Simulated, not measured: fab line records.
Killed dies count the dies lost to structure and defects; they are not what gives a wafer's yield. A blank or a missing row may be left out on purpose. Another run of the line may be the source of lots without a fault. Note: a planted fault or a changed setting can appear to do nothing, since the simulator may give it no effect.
Comparing a struck lot with a sound one | flow sky130 | 15 out of 708 route steps
Sound: these wafers, L434.1, L434.2, L434.3. Struck: wafer L439.4 (L439.5, L439.6, from the same lot, were not struck and are left out); the cause is given at the end.
Per side, at each step with rows, come the tool, then ch with its chambers, and then its first start. Under that, the readings that differ: sound wafers | struck wafers | difference of the means | sigmas: that difference in standard deviations of wafers without a fault.
alike: words and numbers the same on both sides, and readings whose means are apart by under 2 such deviations; not compared: readings that were withheld, readings missing a value for some wafer, numbers with overlapping values and no deviation given by the record, and bounds like >300 which may hide the same value.
Wherever a step has rows on one side only, a row that says differs or no value, or a row with sigmas, the two part there. Numbers that don't overlap but have no deviation are shown without sigmas and don't part them. A reading missing from all wafers of one side parts the sides only when that side holds two or more wafers.

first, 5 steps without rows for these wafers: SKY_CONTACT_STRIP_19 (strips in O2/N2); SKY_CONTACT_STRIP_20 (strips in post etch residue remover, time 1200 s); SKY_CONTACT_CLEAN_21 (cleans in IPA, time 180 s); SKY_CONTACT_CLEAN_22 (cleans in O3/DIW); SKY_CONTACT_SPUTTER_23 (material TiN, target thk 20 nm, time 80 s).
SKY_CONTACT_CVD_24: deposits W, target thk 340 nm, time 102.12 s.
  sound on cvd-w-02 ch 0,1, day 31 16:14; struck on cvd-w-01 ch 1, day 33 14:34
  reading            | sound       | struck | difference | sigmas
  heater-power-w (W) | 807 790 816 | 883    | +79        | +2
SKY_CONTACT_RS_MEAS_25: measurement is done with a four-point probe.
  sound on film-metro-03 at day 31 16:20; struck on film-metro-01 at day 33 14:41
  reading               | sound             | struck | difference | sigmas
  CONTACT_W_RS (ohm/sq) | 0.332 0.336 0.337 | 0.351  | +0.016     | +3
SKY_CONTACT_THK_MEAS_26: measures by xrf.
  sound on film-metro-03 at day 31 16:28; struck on film-metro-01 at day 33 14:47
  reading            | sound       | struck | difference | sigmas
  CONTACT_W_THK (nm) | 338 335 333 | 320    | -15        | -3
SKY_CONTACT_CMP_27: polishes, stops on SiO2, t overpolish 15 s, target thk 0 nm.
  sound on cmp-01 ch 0,1,3, day 31 16:31; struck on cmp-01 ch 0, day 33 14:52
  reading                | sound    | struck | difference | sigmas
  time-to-endpoint-s (s) | 88 89 86 | 77     | -11        | -2
  alike: motor-current-A, overpolish-run-s, slurry-flow-ml-min
SKY_METAL1_SPUTTER_00: material Ti, target thk 15 nm, time 10 s.
  sound on pvd-sputter-04 at day 31 16:49; struck on pvd-sputter-01 at day 33 15:07
  alike: chamber-pressure-pa, throttle-valve-pct
then, 1 step without rows for these wafers: SKY_METAL1_SPUTTER_01 (material TiN, target thk 20 nm, time 16.7 s).
SKY_METAL1_SPUTTER_02: material AlCu, target thk 250 nm, time 13.3 s.
  sound on pvd-sputter-04 at day 31 16:52; struck on pvd-sputter-01 at day 33 15:10
  alike: chamber-pressure-pa, throttle-valve-pct
SKY_METAL1_SPUTTER_03: material Ti, target thk 5 nm, time 3.3 s.
  sound on pvd-sputter-04 at day 31 16:53; struck on pvd-sputter-01 at day 33 15:11
  reading                  | sound                | struck | difference | sigmas
  chamber-pressure-pa (Pa) | 0.4002 0.3998 0.4017 | 0.4486 | +0.0480    | +61
  throttle-valve-pct (%)   | 28.8 30.1 30.3       | 27.9   | -1.8       | -3
SKY_METAL1_SPUTTER_04: material TiN, target thk 70 nm, time 58.3 s.
  sound on pvd-sputter-04 at day 31 16:55; struck on pvd-sputter-01 at day 33 15:12
  alike: chamber-pressure-pa, throttle-valve-pct
next, for these wafers, 1 step has no rows: SKY_PAD_OPEN_PROBE_99.

## WHERE THEY PART
Earliest at SKY_CONTACT_CVD_24; latest, in this record, at SKY_METAL1_SPUTTER_03. Later steps at which nothing parts them and some readings are alike: SKY_METAL1_SPUTTER_04.

WHY: the cause the simulator had injected
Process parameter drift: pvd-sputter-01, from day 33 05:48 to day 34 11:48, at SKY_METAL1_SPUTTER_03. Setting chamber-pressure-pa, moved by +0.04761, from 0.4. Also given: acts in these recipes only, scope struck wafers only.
